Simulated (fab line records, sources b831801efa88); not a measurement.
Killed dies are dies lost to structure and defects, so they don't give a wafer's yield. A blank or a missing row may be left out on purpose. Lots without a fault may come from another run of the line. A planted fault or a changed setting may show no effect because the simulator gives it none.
fab line records | flow sky130
record lots=10 wafers=30 last_day=50
route steps=708 shown VIA3@586 METAL4@600 CAP2M@616
lots that met no fault: from a run of the same line without faults
start_h: hours from the record's first day to the start of the lot's first wafer shown | wait_h: hours since the lot's step before | " the same as in the row above | L1.1+2: a row that stands for several wafers | - no value, or no start given | * or withheld: withheld | < > ~ a bound
route shown NAME@n: a module of which the file shows steps, and the number in the route of the first | usual: mean/standard deviation of fault-free wafers | same: alike in all rows | chamber/n: place in a boat | sites: the reading at each site | _std_site: their standard deviation | _edge_site: outer sites' mean less inner sites' | radius_mm: how far each site lies from the wafer's centre | mask NAME#n: copy n | behind: the tool/chamber that last shaped the wafer | hold: why the lot was held/for how many hours/how that ended | device: the transistor (n, p or np) that didn't switch | end of line: the same wafers' tests at the end of the route | a step without rows: its recipe alone | killed: dies lost to structure and defects at the first sort, not the wafer's yield | map: a wafer's dies, x killed, . not, _ none there
set.NAME: the setting as run; set.NAME@STEP: as run at that earlier step | model.NAME: the simulator's own value behind a step, which no gauge read
steps of the route over a sample of lots; a table a step, a row a wafer
services: from which hour (start_h, from the record's first day; less than 0 if before it) a tool's chamber was out of use, for how many hours, and why
## steps
# step SKY_VIA3_OVL_MEAS_13
# usual VIA3_OVL=1/5.3
# columns lot.wafer tool chamber start_h wait_h VIA3_OVL[nm]
L420.3 overlay-01 - 931.01 0.1 15
L420.4 " - " " 4
L420.6 " - " " 5
L422.3 overlay-02 - 941.67 0.1 -6
L422.4 " - " " -1
L422.6 " - " " -4
L424.2 overlay-01 - 947.45 0.1 -1
L424.5 " - " " -5
L424.6 " - " " 2
L427.1 overlay-01 - 974.00 0.1 1
L427.3 " - " " 3
L427.5 " - " " 0
L428.1 overlay-01 - 978.50 0.1 -2
L428.3 " - " " 1
L428.5 " - " " -1
L431.2 overlay-02 - 995.75 0.1 1
L431.3 " - " " -3
L431.5 " - " " -10
L438.1 overlay-01 - 1042.36 0.1 -3
L438.4 " - " " 1
L438.5 " - " " -5
L440.1 overlay-02 - 1061.90 0.1 0
L440.2 " - " " 0
L440.6 " - " " -2
L441.1 overlay-01 - 1078.26 0.1 -2
L441.4 " - " " -1
L441.6 " - " " -3
L442.2 overlay-02 - 1079.00 0.1 -2
L442.5 " - " " -2
L442.6 " - " " -4
# step SKY_VIA3_ETCH_14
# recipe chemistry=N2/H2 target=BARC ion_energy_ev=200 source_w=500 bias_w=100 pressure_mtorr=30 n2_flow_sccm=100 h2_flow_sccm=200 stop_on=SiO2 time_s=45.9 target_depth_a=600
# usual drypump_motor_current_A=5.7/0.33 oes_product_au=0.854/0.0049 throttle_valve_pct=13.225/0.0096
# columns lot.wafer tool chamber start_h wait_h drypump_motor_current_A oes_product_au rf_hours_counter_h throttle_valve_pct
L420.3 rie_diel-03 1 931.04 0.0 5.9 0.857 26 13.221
L420.4 " 3 " " 5.5 0.855 16 13.223
L420.6 " 1 " " 5.9 0.857 - 13.228
L422.3 rie_diel-03 0 941.69 0.0 5.6 0.856 17 13.244
L422.4 " 1 " " 5.9 0.851 26 13.247
L422.6 " 3 " " 5.5 0.853 - 13.225
L424.2 rie_diel-02 2 947.48 0.0 6.0 0.848 18 13.221
L424.5 " 1 " " 5.7 0.858 - 13.223
L424.6 " 0 " " 5.5 0.856 - 13.234
L427.1 rie_diel-02 2 974.04 0.0 6.0 0.854 19 13.216
L427.3 " 0 " " 5.5 0.858 2 13.223
L427.5 " 3 " " 5.3 0.846 - 13.209
L428.1 rie_diel-03 1 978.53 0.0 5.9 0.850 27 13.220
L428.3 " 2 " " 6.3 0.855 11 13.216
L428.5 " 3 " " 5.5 0.863 - 13.232
L431.2 rie_diel-01 0 995.78 0.0 5.5 0.856 16 13.230
L431.3 " 1 " " 5.1 0.852 16 13.239
L431.5 " 2 " " 6.2 0.851 - 13.217
L438.1 rie_diel-01 3 1042.40 0.0 5.7 0.853 16 13.225
L438.4 " 0 " " 5.5 0.860 18 13.214
L438.5 " 2 " " 6.2 0.848 - 13.219
L440.1 rie_diel-01 1 1061.94 0.0 5.2 0.843 18 13.231
L440.2 " 2 " " 6.2 0.851 3 13.199
L440.6 " 2 " " 6.2 0.855 - 13.226
L441.1 rie_diel-03 0 1078.30 0.0 5.6 0.856 22 13.241
L441.4 " 1 " " 5.9 0.855 0 13.199
L441.6 " 0 " " 5.6 0.855 - 13.229
L442.2 rie_diel-03 2 1079.03 0.0 6.4 0.852 15 13.224
L442.5 " 0 " " 5.6 0.858 - 13.229
L442.6 " 3 " " 5.5 0.863 - 13.226
# step SKY_METAL4_SPUTTER_02
# recipe material=AlCu target_thk_nm=735 power_w=10600 time_s=39.1 chamber_pressure_pa=0.4
# usual throttle_valve_pct=30.3/0.9
# columns lot.wafer tool chamber start_h wait_h throttle_valve_pct
L420.3 pvd_sputter-03 - 932.48 0.0 29.4
L420.4 " - " " 31.3
L420.6 " - " " 31.1
L422.3 pvd_sputter-03 - 943.19 0.0 29.5
L422.4 " - " " 31.3
L422.6 " - " " 30.7
L424.2 pvd_sputter-03 - 948.90 0.0 29.5
L424.5 " - " " 31.1
L424.6 " - " " 29.4
L427.1 pvd_sputter-04 - 975.44 0.0 30.7
L427.3 " - " " 30.8
L427.5 " - " " 30.7
L428.1 pvd_sputter-04 - 979.94 0.0 30.9
L428.3 " - " " 30.5
L428.5 " - " " 30.7
L431.2 pvd_sputter-04 - 997.19 0.0 29.4
L431.3 " - " " 30.7
L431.5 " - " " 30.9
L438.1 pvd_sputter-01 - 1043.80 0.0 30.9
L438.4 " - " " 28.9
L438.5 " - " " 29.0
L440.1 pvd_sputter-04 - 1063.34 0.0 30.9
L440.2 " - " " 29.4
L440.6 " - " " 30.9
L441.1 pvd_sputter-04 - 1079.71 0.0 29.5
L441.4 " - " " 31.1
L441.6 " - " " 31.1
L442.2 pvd_sputter-01 - 1080.50 0.0 31.2
L442.5 " - " " 31.2
L442.6 " - " " 29.3
# step SKY_CAP2M_METAL_ETCH_13
# recipe target_depth_nm=220 stop_on=SiO2 chemistry=Cl2/BCl3 target=TiN pressure_mtorr=10 icp_w=900 bias_w=48.5 Cl2_flow_sccm=60 bcl3_flow_sccm=30 time_s=62.9
# usual drypump_motor_current_A=5.59/0.2 he_backside_leak_sccm=3.2/0.32 oes_product_au=0.939/0.0073 throttle_valve_pct=21.902/0.0093
# columns lot.wafer tool chamber start_h wait_h drypump_motor_current_A he_backside_leak_sccm oes_product_au rf_hours_counter_h throttle_valve_pct
L420.3 rie_metal-02 1 956.04 0.0 5.66 2.9 0.949 - 21.903
L420.4 " 0 " " 5.80 3.2 0.953 - 21.916
L420.6 " 1 " " 5.64 3.0 0.945 - 21.894
L422.3 rie_metal-01 1 967.35 0.0 5.77 3.1 0.946 - 21.898
L422.4 " 0 " " 5.19 3.1 0.946 - 21.887
L422.6 " 1 " " 5.77 3.2 0.940 - 21.896
L424.2 rie_metal-01 0 973.02 0.0 5.20 3.2 0.944 15 21.906
L424.5 " 1 " " 5.78 3.0 0.935 - 21.903
L424.6 " 0 " " 5.20 3.3 0.940 - 21.905
L427.1 rie_metal-01 1 998.02 0.0 5.80 2.9 0.931 13 21.902
L427.3 " 1 " " 5.76 3.1 0.941 - 21.917
L427.5 " 1 " " 5.76 3.0 0.941 - 21.897
L428.1 rie_metal-02 1 1003.60 0.0 5.64 3.2 0.943 13 21.889
L428.3 " 1 " " 5.63 3.1 0.949 - 21.904
L428.5 " 1 " " 5.64 3.1 0.941 - 21.906
L431.2 rie_metal-01 1 1019.97 0.0 5.78 3.3 0.932 14 21.904
L431.3 " 1 " " 5.79 3.2 0.934 - 21.908
L431.5 " 0 " " 5.19 3.2 0.933 - 21.903
L438.1 rie_metal-02 0 1064.68 0.0 5.76 3.1 0.941 4 21.903
L438.4 " 1 " " 5.62 3.2 0.930 - 21.906
L438.5 " 0 " " 5.78 3.1 0.944 - 21.908
L440.1 rie_metal-02 0 1085.37 0.0 5.76 3.2 0.930 5 21.896
L440.2 " 1 " " 5.63 2.9 0.941 19 21.898
L440.6 " 1 " " 5.65 3.1 0.931 - 21.897
L441.1 rie_metal-04 0 1100.32 0.0 5.64 3.4 0.935 5 21.920
L441.4 " 1 " " 5.52 3.1 0.934 - 21.905
L441.6 " 0 " " 5.63 3.4 0.934 - 21.901
L442.2 rie_metal-04 0 1101.27 0.0 5.64 3.4 0.944 5 21.902
L442.5 " 1 " " 5.49 3.1 0.955 - 21.891
L442.6 " 0 " " 5.63 3.4 0.947 - 21.905
# step SKY_CAP2M_STRIP_14
# recipe chemistry=O2/N2 power_w=1400 pressure_mtorr=1500 platen_temp_c=withheld o2_flow_sccm=3000 n2_flow_sccm=300 overash_fraction=0.5
# usual drypump_motor_current_A=5.7/0.43 oes_product_au=0.710/0.0045 strip_time_to_endpoint_s=12.64/0.047
# columns lot.wafer tool chamber start_h wait_h drypump_motor_current_A oes_product_au rf_hours_counter_h strip_time_to_endpoint_s
L420.3 plasma_asher-04 0 956.13 0.1 5.7 0.718 - 12.59
L420.4 " 1 " " 5.7 0.711 - 12.57
L420.6 " 1 " " 5.7 0.707 - 12.61
L422.3 plasma_asher-03 0 967.44 0.1 6.2 0.707 - 12.56
L422.4 " 1 " " 5.2 0.707 - 12.57
L422.6 " 1 " " 5.2 0.709 - 12.57
L424.2 plasma_asher-03 0 973.10 0.1 6.2 0.710 120 12.63
L424.5 " 0 " " 6.2 0.707 - 12.67
L424.6 " 1 " " 5.2 0.709 - 12.59
L427.1 plasma_asher-03 1 998.10 0.1 5.2 0.707 123 12.59
L427.3 " 1 " " 5.2 0.704 - 12.58
L427.5 " 1 " " 5.2 0.711 - 12.60
L428.1 plasma_asher-02 0 1003.75 0.1 5.3 0.708 85 12.56
L428.3 " 0 " " 5.3 0.703 - 12.56
L428.5 " 1 " " 6.1 0.714 - 12.59
L431.2 plasma_asher-04 0 1020.05 0.1 5.7 0.714 58 12.64
L431.3 " 0 " " 5.7 0.709 - 12.61
L431.5 " 0 " " 5.7 0.711 - 12.64
L438.1 plasma_asher-02 1 1064.75 0.1 6.1 0.713 91 12.04
L438.4 " 1 " " 6.1 0.707 - 12.61
L438.5 " 1 " " 6.1 0.706 - 12.01
L440.1 plasma_asher-04 0 1085.45 0.1 5.7 0.717 65 12.12
L440.2 " 1 " " 5.8 0.713 65 12.66
L440.6 " 0 " " 5.7 0.713 - 12.67
L441.1 plasma_asher-02 1 1100.40 0.1 6.1 0.718 94 12.61
L441.4 " 0 " " 5.3 0.707 - 12.57
L441.6 " 1 " " 6.1 0.715 - 12.59
L442.2 plasma_asher-03 0 1101.35 0.1 6.2 0.712 4 12.63
L442.5 " 1 " " 5.2 0.711 - 12.71
L442.6 " 0 " " 6.2 0.712 - 12.62
# step SKY_METAL4_ETCH_17
# recipe target=SiO2 stop_on=TiN chemistry=C4F8/O2/Ar source_w=1500 bias_w=1200 pressure_mtorr=40 c4f8_flow_sccm=withheld O2_flow_sccm=6 Ar_flow_sccm=300 time_s=3.9 target_depth_a=150
# usual oes_product_au=0.755/0.0065
# columns lot.wafer tool chamber start_h wait_h oes_product_au rf_hours_counter_h
L420.3 rie_diel-02 1 980.62 0.0 0.748 22
L420.4 " 2 " " 0.756 19
L420.6 " 1 " " 0.754 -
L422.3 rie_diel-02 2 991.57 0.0 0.760 19
L422.4 " 3 " " 0.759 7
L422.6 " 1 " " 0.760 -
L424.2 rie_diel-03 3 997.10 0.1 0.756 18
L424.5 " 3 " " 0.752 -
L424.6 " 0 " " 0.755 -
L427.1 rie_diel-02 1 1021.61 0.1 0.743 23
L427.3 " 3 " " 0.759 8
L427.5 " 3 " " 0.757 -
L428.1 rie_diel-04 3 1027.15 0.2 0.745 9
L428.3 " 0 " " 0.742 2
L428.5 " 2 " " 0.755 -
L431.2 rie_diel-02 0 1043.61 0.1 0.761 4
L431.3 " 2 " " 0.760 21
L431.5 " 3 " " 0.761 -
L438.1 rie_diel-03 1 1087.22 0.1 0.574 1
L438.4 " 0 " " 0.755 22
L438.5 " 1 " " 0.592 -
L440.1 rie_diel-04 0 1106.47 0.1 0.582 4
L440.2 " 1 " " 0.756 18
L440.6 " 2 " " 0.754 -
L441.1 rie_diel-03 2 1120.77 0.1 0.752 16
L441.4 " 0 " " 0.752 23
L441.6 " 1 " " 0.761 -
L442.2 rie_diel-03 2 1121.72 0.1 0.752 16
L442.5 " 0 " " 0.763 -
L442.6 " 1 " " 0.761 -
## services
# columns tool chamber start_h hours kind
pvd_sputter-03 - 937.20 3.6 repair
plasma_asher-02 - 939.47 6.1 repair
rie_diel-03 2 948.59 1.4 repair
rie_metal-02 - 950.38 5.2 repair
rie_diel-01 - 977.07 0.7 repair
rie_metal-02 0 978.26 2.7 repair
pvd_sputter-04 - 982.18 7.5 repair
plasma_asher-04 - 983.76 3.4 repair
rie_diel-03 - 988.10 2.8 pm
rie_diel-02 - 1002.18 0.2 repair
rie_metal-02 - 1002.39 0.5 repair
rie_diel-02 2 1014.27 10.3 repair
rie_diel-02 1 1015.32 1.2 repair
rie_diel-02 1 1022.42 4.0 repair
rie_diel-03 3 1029.42 5.6 repair
pvd_sputter-04 - 1030.24 6.7 repair
plasma_asher-02 - 1035.54 2.2 repair
plasma_asher-03 - 1055.25 9.0 pm
rie_diel-03 - 1055.78 2.5 repair
plasma_asher-02 - 1080.32 8.5 repair
rie_diel-02 - 1082.38 0.3 repair
plasma_asher-02 - 1084.11 0.7 repair
rie_diel-03 - 1109.42 1.2 repair
rie_metal-02 1 1116.81 1.4 repair
## key
first_sign step=SKY_CAP2M_STRIP_14 reading=strip_time_to_endpoint_s direction=down sigmas=12 usual=* struck=*
effect step=SKY_METAL4_ETCH_17 reading=oes_product_au direction=down sigmas=26 usual=0.755 struck=0.583
met_at SKY_CAP2M_METAL_ETCH_13
struck_lots L438,L440
struck_wafers L438.1,L438.5,L440.1
not_acting_at SKY_VIA3_OVL_MEAS_13,SKY_VIA3_ETCH_14,SKY_METAL4_SPUTTER_02
onset_between 1003.60 1064.68
fault kind=process_parameter_drift tool=rie_metal-02 chamber=- onset_h=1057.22 steps=SKY_CAP2M_METAL_ETCH_13 channel=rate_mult offset=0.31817 shape=step end_h=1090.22 scope=struck_wafers_only
